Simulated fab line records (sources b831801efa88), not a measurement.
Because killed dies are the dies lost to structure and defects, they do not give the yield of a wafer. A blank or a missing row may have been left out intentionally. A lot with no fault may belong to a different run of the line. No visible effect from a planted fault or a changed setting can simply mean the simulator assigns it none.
8D (eight disciplines) problem report, filled in by code / flow sky130 / the parts of the form that need people (team, actions taken, sign-off) are left out

1. WHAT WENT WRONG
Mean of ramp up c per s at SKY_SD_N_RTA_14: 45.00 across 6 wafers in 2 lots; on wafers with no fault it is 150.00 (standard deviation 0.029). That is -99 or more standard deviations from the usual mean.
The step: time 2 s.
First seen on wafer L191.1, day 32 14:29, on rtp anneal-02. At this step, 18 wafers from 6 lots have a number in the record. Rule for "out", or "out of limits": more than 4 standard deviations from the usual mean. The other wafers with a number count as sound.

2. WHAT IT IS AND WHAT IT IS NOT
question=which readings at this step | is=ramp up c per s | is not=lamp power pct, wafer_temp_C_max
question=which lots | is=L191, L193 | is not=L178, L187, L198, L200
question=which wafers of those lots | is=all that have a number | is not=-
question=read on which tools | is=rtp anneal-02 | is not=rtp anneal-01
question=when | is=from day 32 14:29 | is not=up to then (6 sound wafers); but 6 sound wafers of L198, L200 came after

3. WHAT RULES OUT EACH SUSPECT
Counting: a tool stays on the suspect list if, at a process step up to the reading, it processed all lots that are out and no sound lot following the first of them.
- plasma asher-01 at SKY_SD_N_STRIP_11 (strips in O2/N2): kept. It ran every lot that is out, first L191 (day 32 14:16), and no sound lot after that.
- rtp anneal-02 at SKY_SD_N_RTA_14 (time 2 s): kept. It processed each lot that is out, first L191 at day 32 14:29, and no sound lot thereafter; up to then, the last sound lot it processed was L187 at day 31 04:56. On those wafers its own readings are out: ramp up c per s.
Remaining after the count are plasma asher-01 at SKY_SD_N_STRIP_11 and rtp anneal-02 at SKY_SD_N_RTA_14.

4. THE CAUSE (what the simulator had put in)
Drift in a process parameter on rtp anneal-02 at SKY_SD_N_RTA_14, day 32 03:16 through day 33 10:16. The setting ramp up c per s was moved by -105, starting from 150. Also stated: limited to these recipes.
Counting left 2 suspects, and this tool is among them.

5. THE EFFECT CHAIN, in route order
One row per reading whose mean, taken over the struck wafers that have a number, lies over 3 standard deviations from the usual. Only readings for which the record gives a usual standard deviation are gone through. hours: the time from each lot's start at the first step in this table that gives one to its start at this step, as a median over the lots. sigmas: the change in usual standard deviations.
hours=0; step=SKY_SD_N_RTA_14; reading=ramp up c per s; usual=150.00; on struck wafers=45.00; change=-105.00; sigmas=-99 or more
Here are the process steps it includes:
- SKY_SD_N_RTA_14: time 2 s.

6. HOW IT WOULD HAVE BEEN CAUGHT EARLIER
In this record the first reading out of limits was taken at day 32 14:29, 11 hours after the fault began at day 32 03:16.
